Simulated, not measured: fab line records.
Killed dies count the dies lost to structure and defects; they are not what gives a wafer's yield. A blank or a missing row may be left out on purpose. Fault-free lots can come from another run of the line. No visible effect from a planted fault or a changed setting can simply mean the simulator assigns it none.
Struck lot and sound lot, side by side ; flow sky130 ; 15 steps out of a route of 708
Sound: the wafers L430.3, L430.5, L430.6. Struck: wafer L424.4 (left out: L424.1, L424.2 of the same lot, which were not struck); the cause appears at the end.
Order at every step that has rows: each side's tool, ch and its chambers, its first start. Under that, the readings that differ: sound wafers ; struck wafers ; difference of the means ; sigmas: that difference in standard deviations of wafers without a fault.
alike: readings with means less than 2 such deviations apart, plus words and numbers identical on both sides. not compared: withheld readings, readings lacking a value on some wafer, bounds such as >300 that could conceal the same value, and numbers that have no deviation in the record and whose values overlap.
The two part at a step that has a row with sigmas, a row that says differs or no value, or rows on one side only. Numbers that have no deviation but don't overlap get no sigmas and don't part them. A reading missing from all wafers of one side parts the sides only when that side holds two or more wafers.

SKY_CONTACT_CMP_04: polishes SiO2.
  sound on cmp-02 ch 1,2, day 36 01:35; struck on cmp-01 ch 2, day 33 05:05
  alike: motorCurrentA, timeToEndpointS
SKY_CONTACT_BOW_MEAS_05:
  struck on filmMetro-01, day 33 05:23; sound on filmMetro-02, day 36 01:56
  alike: CONTACT_BOW
then, 8 steps without rows for these wafers: SKY_CONTACT_DEHYDRATE_06 (time 60 s); SKY_CONTACT_HMDS_07 (prime time 60 s); SKY_CONTACT_COAT_08 (resist thk 60 nm); SKY_CONTACT_COAT_09 (resist thk 450 nm); SKY_CONTACT_SOFTBAKE_10 (time 90 s); SKY_CONTACT_EXPOSE_11 (exposes mask CTM1, target cd 170 nm); SKY_CONTACT_PEB_12; SKY_CONTACT_DEVELOP_13 (develop time 60 s).
SKY_CONTACT_CD_MEAS_14: the cd target is 170 nm.
  struck on cdSem-01, day 34 08:37; sound on cdSem-01, day 37 04:39
  alike: cdNm
SKY_CONTACT_OVL_MEAS_15:
  struck on overlay-01, day 34 08:44; sound on overlay-01, day 37 04:45
  alike: CONTACT_OVL
SKY_CONTACT_ETCH_16: etches BARC in N2/H2, stops on SiO2, time 45.9 s, target depth 60 nm.
  sound on rieDiel-04 ch 0,1,3, day 37 04:46; struck on rieDiel-03 ch 1, day 34 08:46
reading;sound;struck;difference;sigmas
rfFwdPowerW (W);497.3 491.4 495.3;574.2;+79.5;+40
throttleValvePct (%);13.201 13.216 13.217;13.231;+0.020;+2
model.KrF-thick_of_CONTACT_COAT_09.thkNm (nm);390.6 393.6 391.8;386.5;-5.5;
  alike: drypumpMotorCurrentA, oesProductAu
  not compared: rfHoursCounterH
SKY_CONTACT_ETCH_17: etches SiO2 in C4F8/O2/Ar, stops on Si3N4, target depth 340 nm.
  sound on rieDiel-04 ch 0,1,3, day 37 04:49; struck on rieDiel-03 ch 1, day 34 08:49
reading;sound;struck;difference;sigmas
model.KrF-thick_of_CONTACT_COAT_09.thkNm (nm);322.8 329.3 326;319.7;-6.3;
  alike: oesProductAu, rfFwdPowerW
SKY_CONTACT_ETCH_18: etches Si3N4 in CHF3/O2, stops on TiN, time 39 s, target depth 75 nm.
  sound: rieDiel-04 ch 0,1,3; struck: rieDiel-03 ch 1
  alike: O2_flow_sccm, chf3FlowSccm, drypumpMotorCurrentA, oesProductAu, rfFwdPowerW, throttleValvePct
  not compared: rfHoursCounterH

WHERE THEY PART
Within this record, at SKY_CONTACT_ETCH_16 only. Later steps at which nothing parts them and some readings are alike: SKY_CONTACT_ETCH_17, SKY_CONTACT_ETCH_18.

WHY: what had been put in by the simulator
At SKY_CONTACT_ETCH_16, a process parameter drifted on rieDiel-03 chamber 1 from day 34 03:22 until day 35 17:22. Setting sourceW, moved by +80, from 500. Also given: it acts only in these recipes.
